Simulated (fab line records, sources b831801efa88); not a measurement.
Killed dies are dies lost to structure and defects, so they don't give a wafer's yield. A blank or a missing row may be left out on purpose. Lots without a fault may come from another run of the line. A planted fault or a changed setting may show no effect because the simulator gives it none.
fab line records | flow sky130
record lots=24 wafers=72 last_day=50
route steps=708 shown VIA1@460 CAPM@551 VIA3@585 METAL4@631 VIA4@658
lots that met no fault: from a run of the same line without faults
start_h: hours from the record's first day to the start of the lot's first wafer shown | wait_h: hours since the lot's step before | " the same as in the row above | L1.1+2: a row that stands for several wafers | - no value, or no start given | * or withheld: withheld | < > ~ a bound
route shown NAME@n: a module of which the file shows steps, and the number in the route of the first | usual: mean/standard deviation of fault-free wafers | same: alike in all rows | chamber/n: place in a boat | sites: the reading at each site | _std_site: their standard deviation | _edge_site: outer sites' mean less inner sites' | radius_mm: how far each site lies from the wafer's centre | mask NAME#n: copy n | behind: the tool/chamber that last shaped the wafer | hold: why the lot was held/for how many hours/how that ended | device: the transistor (n, p or np) that didn't switch | end of line: the same wafers' tests at the end of the route | a step without rows: its recipe alone | killed: dies lost to structure and defects at the first sort, not the wafer's yield | map: a wafer's dies, x killed, . not, _ none there
set.NAME: the setting as run; set.NAME@STEP: as run at that earlier step | model.NAME: the simulator's own value behind a step, which no gauge read
steps of the route over a sample of lots; a table a step, a row a wafer
services: from which hour (start_h, from the record's first day; less than 0 if before it) a tool's chamber was out of use, for how many hours, and why
## steps
# step SKY_VIA1_CMP_02
# recipe material=SiO2 down_force_psi=4 platen_rpm=60 pad_velocity_m_s=0.94248
# usual motor_current_A=12.8/1.6 retaining_ring_pressure_frac=1.000/0.0054
# columns lot.wafer tool chamber start_h wait_h motor_current_A retaining_ring_pressure_frac
L074.2 cmp-02 0 758.29 0.0 11.8 1.005
L074.4 " 2 " " 14.0 0.994
L074.3 " 3 " " 14.9 1.008
L075.1 cmp-01 2 768.08 0.1 13.2 0.999
L075.3 " 3 " " 10.8 1.003
L075.5 " 1 " " 11.9 1.003
L076.3 cmp-02 1 771.98 0.0 11.1 0.992
L076.2 " 3 " " 15.0 1.001
L076.1 " 0 " " 11.5 1.005
L077.2 cmp-02 2 785.82 0.0 13.9 1.001
L077.4 " 3 " " 16.4 0.990
L077.3 " 0 " " 11.5 0.994
L078.2 cmp-02 0 794.66 0.3 11.3 0.992
L078.3 " 1 " " 11.4 0.999
L078.5 " 3 " " 15.3 1.000
L079.1 cmp-02 0 795.48 0.1 11.5 0.996
L079.3 " 3 " " 15.2 0.992
L079.6 " 1 " " 11.7 0.999
L080.1 cmp-02 0 812.25 0.1 11.8 1.004
L080.3 " 1 " " 11.7 0.997
L080.4 " 3 " " 16.5 0.998
L081.4 cmp-01 2 820.03 0.0 12.8 1.003
L081.1 " 3 " " 10.8 1.000
L081.3 " 1 " " 11.5 0.987
L082.4 cmp-02 2 824.90 0.0 13.7 1.002
L082.5 " 2 " " 14.2 1.005
L082.6 " 3 " " 15.7 1.011
L083.2 cmp-01 0 834.95 0.0 10.9 1.001
L083.4 " 2 " " 12.9 1.007
L083.1 " 3 " " 11.0 1.009
L084.2 cmp-02 3 841.94 0.2 15.9 0.993
L084.6 " 0 " " 11.7 0.996
L084.5 " 1 " " 11.2 1.004
L085.1 cmp-02 3 850.38 0.1 15.5 1.002
L085.4 " 0 " " 12.3 1.005
L085.5 " 3 " " 15.6 1.003
L086.3 cmp-02 1 860.72 0.0 11.2 1.004
L086.2 " 3 " " 15.5 1.004
L086.4 " 0 " " 11.2 0.995
L087.4 cmp-01 1 872.99 0.2 12.7 0.999
L087.5 " 3 " " 11.3 1.002
L087.6 " 0 " " 10.9 1.002
L089.3 cmp-01 2 877.13 0.1 13.4 1.001
L089.1 " 0 " " 10.9 0.998
L089.6 " 1 " " 13.0 0.996
L088.3 cmp-02 2 879.19 0.2 13.1 1.000
L088.5 " 3 " " 15.8 0.990
L088.6 " 0 " " 11.2 1.013
L091.2 cmp-02 3 896.68 0.1 15.6 1.000
L091.1 " 0 " " 11.1 1.004
L091.5 " 1 " " 11.5 1.004
L092.1 cmp-02 1 899.34 0.1 11.7 1.007
L092.3 " 2 " " 14.0 1.002
L092.6 " 3 " " 15.2 0.995
L090.3 cmp-01 2 900.27 0.0 13.2 1.003
L090.2 " 3 " " 11.1 1.002
L090.5 " 3 " " 11.6 0.998
L093.3 cmp-01 1 906.16 0.1 12.5 0.998
L093.5 " 0 " " 11.1 1.004
L093.6 " 1 " " 12.7 1.003
L094.3 cmp-02 3 913.02 0.0 15.2 0.992
L094.2 " 0 " " 11.6 0.996
L094.4 " 2 " " 13.8 1.010
L095.1 cmp-02 1 923.01 0.1 11.6 1.009
L095.5 " 3 " " 15.1 1.000
L095.6 " 0 " " 12.4 1.003
L096.2 cmp-02 1 924.89 0.1 11.6 1.002
L096.4 " 2 " " 14.3 0.997
L096.6 " 0 " " 11.7 0.998
L097.1 cmp-02 0 932.87 0.1 11.6 1.009
L097.3 " 1 " " 11.6 0.992
L097.6 " 0 " " 11.8 1.006
# step SKY_VIA1_THK_MEAS_23
# recipe thk_meas_gauge=xrf reads=W_of_VIA1_CVD_21
# usual VIA1_W_THK=270/3.4
# columns lot.wafer tool chamber start_h wait_h VIA1_W_THK[nm]
L074.2 film_metro-03 - 786.86 0.1 265
L074.3 " - " " 267
L074.4 " - " " 266
L075.1 film_metro-02 - 795.99 0.1 269
L075.3 " - " " 267
L075.5 " - " " 267
L076.1 film_metro-03 - 800.34 0.1 273
L076.2 " - " " 268
L076.3 " - " " 272
L077.2 film_metro-02 - 813.90 0.1 267
L077.3 " - " " 267
L077.4 " - " " 267
L078.2 film_metro-02 - 822.66 0.1 270
L078.3 " - " " 268
L078.5 " - " " 270
L079.1 film_metro-03 - 823.36 0.1 272
L079.3 " - " " 276
L079.6 " - " " 274
L080.1 film_metro-02 - 840.79 0.1 271
L080.3 " - " " 271
L080.4 " - " " 265
L081.1 film_metro-03 - 847.98 0.1 271
L081.3 " - " " 274
L081.4 " - " " 271
L082.4 film_metro-02 - 852.96 0.1 273
L082.5 " - " " 270
L082.6 " - " " 272
L083.1 film_metro-02 - 862.47 0.1 268
L083.2 " - " " 271
L083.4 " - " " 267
L084.2 film_metro-02 - 869.49 0.1 265
L084.5 " - " " 269
L084.6 " - " " 266
L085.1 film_metro-02 - 878.02 0.1 268
L085.4 " - " " 270
L085.5 " - " " 269
L086.2 film_metro-01 - 888.05 0.1 278
L086.3 " - " " 276
L086.4 " - " " 274
L087.4 film_metro-03 - 900.21 0.1 273
L087.5 " - " " 275
L087.6 " - " " 273
L089.1 film_metro-01 - 904.13 0.1 269
L089.3 " - " " 272
L089.6 " - " " 271
L088.3 film_metro-01 - 906.76 0.1 271
L088.5 " - " " 272
L088.6 " - " " 276
L091.1 film_metro-03 - 923.48 0.1 273
L091.2 " - " " 270
L091.5 " - " " 279
L092.1 film_metro-02 - 926.34 0.1 267
L092.3 " - " " 263
L092.6 " - " " 270
L090.2 film_metro-02 - 927.00 0.1 271
L090.3 " - " " 266
L090.5 " - " " 271
L093.3 film_metro-03 - 932.61 0.1 269
L093.5 " - " " 268
L093.6 " - " " 267
L094.2 film_metro-03 - 939.35 0.1 272
L094.3 " - " " 272
L094.4 " - " " 265
L095.1 film_metro-03 - 948.44 0.1 267
L095.5 " - " " 266
L095.6 " - " " 268
L096.2 film_metro-03 - 951.64 0.1 267
L096.4 " - " " 267
L096.6 " - " " 268
L097.1 film_metro-01 - 958.18 0.1 276
L097.3 " - " " 279
L097.6 " - " " 279
# step SKY_CAPM_STRIP_14
# recipe chemistry=O2/N2 power_w=1400 pressure_mtorr=1500 platen_temp_c=withheld o2_flow_sccm=3000 n2_flow_sccm=300 overash_fraction=0.5
# usual drypump_motor_current_A=6.14/0.29 oes_product_au=0.710/0.0044 strip_time_to_endpoint_s=12.77/0.053
# columns lot.wafer tool chamber start_h wait_h drypump_motor_current_A oes_product_au rf_hours_counter_h strip_time_to_endpoint_s
L074.2 plasma_asher-02 0 870.89 0.1 6.71 0.711 12 12.80
L074.3 " 0 " " 6.71 0.713 - 12.81
L074.4 " 1 " " 6.06 0.711 - 12.84
L075.1 plasma_asher-04 0 879.88 0.1 5.78 0.711 46 12.82
L075.3 " 1 " " 5.91 0.704 - 12.79
L075.5 " 1 " " 5.90 0.704 - 12.79
L076.1 plasma_asher-03 0 882.08 0.1 6.21 0.709 107 12.83
L076.2 " 1 " " 6.23 0.717 107 12.77
L076.3 " 1 " " 6.27 0.712 - 12.81
L077.2 plasma_asher-04 1 897.28 0.1 5.88 0.709 47 12.83
L077.3 " 1 " " 5.88 0.712 - 12.83
L077.4 " 0 " " 5.74 0.708 - 12.79
L078.2 plasma_asher-02 0 905.23 0.1 6.70 0.716 15 12.66
L078.3 " 1 " " 6.10 0.711 - 12.73
L078.5 " 0 " " 6.70 0.706 - 12.75
L079.1 plasma_asher-03 0 907.63 0.1 6.22 0.714 109 12.73
L079.3 " 1 " " 6.26 0.709 - 12.71
L079.6 " 0 " " 6.19 0.721 - 12.75
L080.1 plasma_asher-02 0 922.27 0.1 6.71 0.707 17 12.76
L080.3 " 1 " " 6.07 0.717 - 12.75
L080.4 " 0 " " 6.71 0.704 - 12.76
L081.1 plasma_asher-04 0 929.03 0.1 5.77 0.716 50 12.82
L081.3 " 1 " " 5.90 0.715 - 12.80
L081.4 " 0 " " 5.77 0.705 - 12.81
L082.4 plasma_asher-03 1 933.77 0.1 6.27 0.706 - 12.72
L082.5 " 1 " " 6.27 0.706 - 12.75
L082.6 " 0 " " 6.22 0.704 - 12.77
L083.1 plasma_asher-04 1 941.98 0.1 5.85 0.703 52 12.65
L083.2 " 0 " " 5.74 0.711 52 12.60
L083.4 " 1 " " 5.84 0.710 - 12.65
L084.2 plasma_asher-04 1 949.09 0.1 5.89 0.711 52 12.75
L084.5 " 0 " " 5.74 0.714 - 12.82
L084.6 " 1 " " 5.90 0.706 - 12.74
L085.1 plasma_asher-03 1 958.78 0.1 6.27 0.710 114 12.78
L085.4 " 0 " " 6.21 0.710 - 12.77
L085.5 " 0 " " 6.22 0.710 - 12.80
L086.2 plasma_asher-02 1 966.59 0.1 6.09 0.715 22 12.83
L086.3 " 1 " " 6.09 0.706 - 12.79
L086.4 " 0 " " 6.71 0.716 - 12.79
L087.4 plasma_asher-03 0 979.07 0.1 6.21 0.704 - 12.77
L087.5 " 1 " " 6.30 0.714 - 12.83
L087.6 " 0 " " 6.19 0.709 - 12.78
L089.1 plasma_asher-03 0 981.64 0.1 6.19 0.706 116 12.68
L089.3 " 0 " " 6.19 0.707 - 12.67
L089.6 " 1 " " 6.30 0.705 - 12.67
L088.3 plasma_asher-03 1 984.62 0.1 6.28 0.711 - 12.80
L088.5 " 1 " " 6.29 0.709 - 12.75
L088.6 " 0 " " 6.18 0.712 - 12.75
L091.1 plasma_asher-03 1 1000.19 0.1 6.29 0.706 118 12.75
L091.2 " 0 " " 6.21 0.710 118 12.82
L091.5 " 0 " " 6.22 0.709 - 12.82
L092.1 plasma_asher-04 0 1002.17 0.1 5.76 0.707 58 12.82
L092.3 " 1 " " 5.88 0.707 - 12.81
L092.6 " 1 " " 5.89 0.703 - 12.79
L090.2 plasma_asher-04 0 1003.68 0.1 5.78 0.711 58 12.74
L090.3 " 0 " " 5.76 0.709 - 12.74
L090.5 " 1 " " 5.86 0.710 - 12.72
L093.3 plasma_asher-03 0 1008.46 0.1 6.21 0.709 - 12.69
L093.5 " 0 " " 6.19 0.716 - 12.65
L093.6 " 1 " " 6.26 0.710 - 12.64
L094.2 plasma_asher-04 0 1014.59 0.1 5.74 0.716 59 12.78
L094.3 " 0 " " 5.77 0.712 - 12.79
L094.4 " 1 " " 5.90 0.723 - 12.79
L095.1 plasma_asher-02 1 1021.23 0.1 6.11 0.705 27 12.81
L095.5 " 0 " " 6.71 0.715 - 12.80
L095.6 " 1 " " 6.09 0.712 - 12.84
L096.2 plasma_asher-02 0 1026.24 0.1 6.69 0.707 27 12.81
L096.4 " 1 " " 6.06 0.711 - 12.81
L096.6 " 0 " " 6.69 0.703 - 12.78
L097.1 plasma_asher-02 0 1031.78 0.1 6.68 0.713 28 12.72
L097.3 " 1 " " 6.06 0.707 - 12.70
L097.6 " 0 " " 6.70 0.707 - 12.70
# step SKY_VIA3_CD_MEAS_12
# recipe target_cd_nm=200
# usual cd_nm=199.6/1.5
# columns lot.wafer tool chamber start_h wait_h cd_nm
L074.2 cd_sem-01 - 923.95 - 200.3
L074.3 " - " " 200.4
L074.4 " - " " 198.8
L075.1 cd_sem-01 - 933.17 - 198.2
L075.3 " - " " 198.6
L075.5 " - " " 198.8
L076.1 cd_sem-02 - 934.12 - 201.3
L076.2 " - " " 200.0
L076.3 " - " " 199.9
L077.2 cd_sem-01 - 950.19 - 198.6
L077.3 " - " " 197.5
L077.4 " - " " 198.2
L078.2 cd_sem-02 - 957.20 - 197.6
L078.3 " - " " 197.7
L078.5 " - " " 198.2
L079.1 cd_sem-01 - 959.77 - 198.5
L079.3 " - " " 200.1
L079.6 " - " " 200.7
L080.1 cd_sem-02 - 971.98 - 201.3
L080.3 " - " " 200.8
L080.4 " - " " 200.3
L081.1 cd_sem-01 - 980.73 - 201.3
L081.3 " - " " 201.7
L081.4 " - " " 202.8
L082.4 cd_sem-01 - 984.64 - 199.7
L082.5 " - " " 199.5
L082.6 " - " " 197.2
L083.1 cd_sem-02 - 993.06 - 197.8
L083.2 " - " " 197.6
L083.4 " - " " 196.6
L084.2 cd_sem-02 - 998.93 - 198.7
L084.5 " - " " 198.8
L084.6 " - " " 198.6
L085.1 cd_sem-01 - 1008.66 - 198.6
L085.4 " - " " 198.8
L085.5 " - " " 197.4
L086.2 cd_sem-01 - 1015.03 - 198.9
L086.3 " - " " 199.3
L086.4 " - " " 199.8
L087.4 cd_sem-02 - 1028.09 - 200.0
L087.5 " - " " 199.0
L087.6 " - " " 200.7
L089.1 cd_sem-01 - 1030.74 - 199.2
L089.3 " - " " 199.1
L089.6 " - " " 198.0
L088.3 cd_sem-02 - 1033.50 - 197.0
L088.5 " - " " 196.7
L088.6 " - " " 198.0
L091.1 cd_sem-02 - 1046.36 - 201.3
L091.2 " - " " 201.3
L091.5 " - " " 201.7
L092.1 cd_sem-02 - 1050.53 - 198.7
L092.3 " - " " 198.0
L092.6 " - " " 198.1
L090.2 cd_sem-01 - 1051.05 - 200.7
L090.3 " - " " 199.3
L090.5 " - " " 200.8
L093.3 cd_sem-02 - 1055.87 - 200.0
L093.5 " - " " 200.6
L093.6 " - " " 201.4
L094.2 cd_sem-02 - 1061.00 - 201.2
L094.3 " - " " 201.4
L094.4 " - " " 202.2
L095.1 cd_sem-01 - 1068.23 - 198.9
L095.5 " - " " 199.4
L095.6 " - " " 200.6
L096.2 cd_sem-02 - 1071.68 - 199.3
L096.4 " - " " 201.2
L096.6 " - " " 199.8
L097.1 cd_sem-02 - 1077.46 - 200.4
L097.3 " - " " 201.1
L097.6 " - " " 199.8
# step SKY_METAL4_DESCUM_15
# recipe chemistry=O2 source_power_w=150 bias_power_w=0 pressure_mtorr=10 temp_c=40 time_s=8
# usual drypump_motor_current_A=5.92/0.19 he_backside_leak_sccm=3.30/0.26 oes_product_au=0.994/0.012
# columns lot.wafer tool chamber start_h wait_h drypump_motor_current_A he_backside_leak_sccm oes_product_au rf_hours_counter_h
L074.2 rie_metal-04 0 976.12 0.0 6.37 3.24 1.011 18
L074.3 " 0 " " 6.38 3.16 1.001 -
L074.4 " 1 " " 5.97 2.89 1.009 -
L075.1 rie_metal-04 1 983.92 0.0 6.01 2.73 1.004 14
L075.3 " 1 " " 5.97 2.99 1.007 -
L075.5 " 1 " " 5.92 3.10 1.013 -
L076.1 rie_metal-01 0 985.22 0.0 5.73 3.18 0.997 21
L076.2 " 1 " " 5.81 3.34 0.984 7
L076.3 " 1 " " 5.83 3.23 0.985 -
L077.2 rie_metal-04 1 1000.58 0.0 5.99 3.20 1.005 -
L077.3 " 1 " " 5.94 3.21 1.001 -
L077.4 " 1 " " 5.99 2.97 0.992 -
L078.2 rie_metal-03 1 1007.18 0.0 5.89 3.20 0.993 18
L078.3 " 1 " " 5.88 3.25 0.973 -
L078.5 " 0 " " 5.91 3.69 1.009 -
L079.1 rie_metal-01 1 1009.73 0.0 5.81 3.54 0.980 8
L079.3 " 0 " " 5.75 2.97 0.998 -
L079.6 " 1 " " 5.83 3.59 0.981 -
L080.1 rie_metal-03 1 1020.97 0.0 5.82 3.26 0.994 19
L080.3 " 1 " " 5.84 3.32 0.988 -
L080.4 " 0 " " 5.92 3.24 1.003 -
L081.1 rie_metal-01 1 1030.13 0.0 5.81 3.66 0.979 9
L081.3 " 1 " " 5.78 3.58 0.988 -
L081.4 " 1 " " 5.81 3.34 0.982 -
L082.4 rie_metal-03 0 1032.84 0.0 5.91 3.48 1.007 -
L082.5 " 0 " " 5.91 3.68 0.994 -
L082.6 " 1 " " 5.91 3.22 0.982 -
L083.1 rie_metal-04 1 1041.58 0.0 5.96 3.14 1.001 18
L083.2 " 0 " " 6.38 3.19 1.000 2
L083.4 " 1 " " 5.96 2.99 1.011 -
L084.2 rie_metal-04 1 1046.33 0.0 6.03 3.36 1.020 18
L084.5 " 0 " " 6.38 2.99 1.003 -
L084.6 " 1 " " 5.95 3.12 1.004 -
L085.1 rie_metal-04 1 1056.77 0.0 5.97 3.29 1.010 18
L085.4 " 1 " " 5.98 3.10 1.004 -
L085.5 " 0 " " 6.38 3.17 1.005 -
L086.2 rie_metal-04 0 1063.13 0.0 6.41 3.22 1.006 4
L086.3 " 1 " " 5.94 2.93 1.018 -
L086.4 " 0 " " 6.42 3.15 1.010 -
L087.4 rie_metal-03 0 1074.94 0.0 5.91 3.57 0.988 -
L087.5 " 1 " " 5.89 3.20 0.972 -
L087.6 " 0 " " 5.89 3.51 0.987 -
L089.1 rie_metal-01 0 1076.62 0.0 5.74 3.10 0.982 2
L089.3 " 1 " " 5.80 3.59 0.983 -
L089.6 " 0 " " 5.75 3.10 0.986 -
L088.3 rie_metal-01 0 1079.98 0.0 5.74 3.55 0.988 -
L088.5 " 0 " " 5.75 3.50 0.989 -
L088.6 " 1 " " 5.84 3.50 0.988 -
L091.1 rie_metal-03 1 1090.88 0.0 5.84 3.22 0.977 24
L091.2 " 0 " " 5.90 3.36 0.998 19
L091.5 " 0 " " 5.89 3.53 0.982 -
L092.1 rie_metal-03 1 1095.37 0.0 5.90 3.27 0.982 24
L092.3 " 0 " " 5.93 3.44 1.002 -
L092.6 " 0 " " 5.91 3.54 1.001 -
L090.2 rie_metal-03 0 1096.07 0.0 5.90 3.48 0.995 20
L090.3 " 1 " " 5.89 3.30 0.973 -
L090.5 " 0 " " 5.89 3.56 1.001 -
L093.3 rie_metal-01 1 1101.19 0.0 5.82 3.70 0.985 -
L093.5 " 0 " " 5.74 3.01 0.981 -
L093.6 " 1 " " 5.83 3.55 0.978 -
L094.2 rie_metal-01 0 1104.97 0.0 5.74 3.13 0.986 4
L094.3 " 0 " " 5.74 3.16 0.986 -
L094.4 " 1 " " 5.80 3.47 0.982 -
L095.1 rie_metal-01 1 1111.82 0.0 5.85 3.47 0.991 15
L095.5 " 1 " " 5.83 3.40 0.988 -
L095.6 " 0 " " 5.73 3.12 0.988 -
L096.2 rie_metal-01 1 1114.62 0.0 5.83 3.46 0.989 16
L096.4 " 1 " " 5.83 3.54 0.998 -
L096.6 " 0 " " 5.74 3.14 0.977 -
L097.1 rie_metal-01 1 1119.98 0.0 5.82 3.64 0.993 16
L097.3 " 1 " " 5.83 3.50 0.974 -
L097.6 " 1 " " 5.86 3.53 0.992 -
# step SKY_VIA4_RS_MEAS_19
# recipe thk_meas_gauge=four-point-probe reads=W_of_VIA4_CVD_18+TiN_of_VIA4_SPUTTER_17
# usual VIA4_W_RS=0.2277/0.0024
# columns lot.wafer tool chamber start_h wait_h VIA4_W_RS[ohm/sq]
L074.2 film_metro-01 - 1002.10 0.1 0.2333
L074.3 " - " " 0.2308
L074.4 " - " " 0.2279
L075.1 film_metro-03 - 1009.91 0.2 0.2285
L075.3 " - " " 0.2285
L075.5 " - " " 0.2273
L076.1 film_metro-03 - 1010.63 0.1 0.2331
L076.2 " - " " 0.2284
L076.3 " - " " 0.2322
L077.2 film_metro-04 - 1025.80 0.1 0.2261
L077.3 " - " " 0.2272
L077.4 " - " " 0.2231
L078.2 film_metro-01 - 1032.05 0.1 0.2248
L078.3 " - " " 0.2251
L078.5 " - " " 0.2233
L079.1 film_metro-04 - 1034.94 0.1 0.2292
L079.3 " - " " 0.2280
L079.6 " - " " 0.2310
L080.1 film_metro-04 - 1045.62 0.1 0.2270
L080.3 " - " " 0.2295
L080.4 " - " " 0.2262
L081.1 film_metro-04 - 1054.53 0.1 0.2288
L081.3 " - " " 0.2280
L081.4 " - " " 0.2246
L082.4 film_metro-03 - 1058.14 0.1 0.2277
L082.5 " - " " 0.2275
L082.6 " - " " 0.2274
L083.1 film_metro-04 - 1065.54 0.1 0.2264
L083.2 " - " " 0.2320
L083.4 " - " " 0.2305
L084.2 film_metro-04 - 1070.56 0.2 0.2255
L084.5 " - " " 0.2293
L084.6 " - " " 0.2251
L085.1 film_metro-03 - 1080.39 0.1 0.2277
L085.4 " - " " 0.2262
L085.5 " - " " 0.2265
L086.2 film_metro-01 - 1086.42 0.1 0.2292
L086.3 " - " " 0.2305
L086.4 " - " " 0.2258
L087.4 film_metro-03 - 1097.91 0.1 0.2290
L087.5 " - " " 0.2288
L087.6 " - " " 0.2286
L089.1 film_metro-03 - 1099.29 0.1 0.2302
L089.3 " - " " 0.2261
L089.6 " - " " 0.2279
L088.3 film_metro-01 - 1102.88 0.1 0.2315
L088.5 " - " " 0.2293
L088.6 " - " " 0.2277
L091.1 film_metro-03 - 1113.69 0.1 0.2242
L091.2 " - " " 0.2267
L091.5 " - " " 0.2250
L092.1 film_metro-04 - 1117.29 0.1 0.2281
L092.3 " - " " 0.2277
L092.6 " - " " 0.2264
L090.2 film_metro-04 - 1118.16 0.1 0.2270
L090.3 " - " " 0.2278
L090.5 " - " " 0.2292
L093.3 film_metro-03 - 1123.33 0.1 0.2309
L093.5 " - " " 0.2261
L093.6 " - " " 0.2291
L094.2 film_metro-04 - 1126.90 0.1 0.2271
L094.3 " - " " 0.2291
L094.4 " - " " 0.2243
L095.1 film_metro-04 - 1133.32 0.1 0.2308
L095.5 " - " " 0.2310
L095.6 " - " " 0.2216
L096.2 film_metro-03 - 1136.07 0.1 0.2274
L096.4 " - " " 0.2272
L096.6 " - " " 0.2323
L097.1 film_metro-04 - 1141.40 0.1 0.2315
L097.3 " - " " 0.2290
L097.6 " - " " 0.2310
## services
# columns tool chamber start_h hours kind
cmp-02 - 744.22 4.0 pm
cmp-01 - 746.10 2.8 repair
cmp-01 - 746.51 1.0 repair
cmp-02 - 774.28 1.3 repair
cmp-01 - 776.18 4.8 pm
rie_metal-04 0 780.77 10.0 repair
rie_metal-04 - 784.73 2.8 pm
plasma_asher-02 - 796.75 3.8 repair
cmp-02 - 806.58 1.6 repair
cmp-02 - 810.17 1.5 repair
cmp-02 - 870.54 8.1 pm
cmp-02 - 919.95 2.6 repair
plasma_asher-04 - 923.47 1.6 repair
cmp-02 - 943.32 1.4 repair
plasma_asher-03 - 971.90 2.5 repair
cmp-02 - 998.19 0.5 repair
plasma_asher-04 - 1030.71 1.9 repair
cmp-02 - 1036.57 3.5 pm
plasma_asher-04 - 1042.08 2.2 repair
plasma_asher-03 - 1055.26 9.0 pm
cmp-02 - 1084.25 4.0 pm
plasma_asher-03 - 1086.30 1.7 repair
cmp-02 - 1099.58 0.8 repair
plasma_asher-04 - 1103.84 2.8 pm
## key
fault none
